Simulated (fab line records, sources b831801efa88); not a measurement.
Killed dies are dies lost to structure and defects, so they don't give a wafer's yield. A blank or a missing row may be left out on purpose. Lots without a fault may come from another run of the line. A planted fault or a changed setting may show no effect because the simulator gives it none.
Chamber matching | flow sky130 | SKY_METAL4_ETCH_17 on rie_diel-04: 4 sister chambers
The step etches SiO2 in C4F8/O2/Ar, stops on TiN, time 3.9 s, target depth 15 nm. 8 wafers are shown with their chamber, then 11 later ones without.

WAFERS WITH THEIR CHAMBER
wafer  | chamber | oes_product_au (a.u.) | chamber_pressure_mTorr (mTorr)
L084.5 | 3       | 0.760                 | 39.99
L087.1 | 1       | 0.754                 | 39.96
L087.3 | 3       | 0.753                 | 39.97
L087.4 | 2       | 0.760                 | 40.06
L088.1 | 2       | 0.747                 | 39.96
L088.2 | 1       | 0.766                 | 39.97
L088.3 | 0       | 0.740                 | 39.99
L090.3 | 0       | 0.748                 | 39.98

WAFERS WITHOUT THEIR CHAMBER
wafer  | oes_product_au (a.u.) | chamber_pressure_mTorr (mTorr)
L090.5 | 0.741                 | 39.98
L090.6 | 0.756                 | 39.97
L093.1 | 0.762                 | 39.92
L093.3 | 0.749                 | 39.93
L093.4 | 0.764                 | 40.01
L096.2 | 0.753                 | 40.01
L096.3 | 0.760                 | 40.01
L096.6 | 0.763                 | 40.06
L097.3 | 0.748                 | 39.99
L097.4 | 0.759                 | 39.99
L097.6 | 0.764                 | 40.01

WHICH CHAMBER EACH WENT THROUGH
wafer  | from the rows above               | in truth
L090.5 | can't be placed: 0 or 2 or 3      | 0
L090.6 | can't be placed: 3 or 1 or 2 or 0 | 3
L093.1 | can't be placed: 1 or 3 or 2 or 0 | 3
L093.3 | can't be placed: 0 or 3 or 1 or 2 | 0
L093.4 | can't be placed: 3 or 1 or 2 or 0 | 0
L096.2 | can't be placed: 2 or 3 or 0 or 1 | 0
L096.3 | can't be placed: 2 or 3 or 1 or 0 | 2
L096.6 | can't be placed: 2 or 3 or 1 or 0 | 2
L097.3 | can't be placed: 0 or 2 or 3 or 1 | 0
L097.4 | can't be placed: 3 or 1 or 2 or 0 | 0
L097.6 | can't be placed: 3 or 1 or 2 or 0 | 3
Placed correctly: 0 of 11. Can't be placed from these rows: 11 (the true chamber is among the candidates in 11). Placed wrongly: 0.
How it was worked out, from the rows above alone: a wafer's distance from a chamber is the root of the sum, over the readings, of the square of ((its reading less the chamber's mean) divided by the reading's scatter). The wafer belongs to the nearest chamber; if the next one is less than 2 further off, it can't be placed. A chamber's mean is the mean of its shown wafers. The scatter: the root of (the sum of the squares of (reading less its chamber's mean) over the shown wafers, divided by (wafers less chambers)).
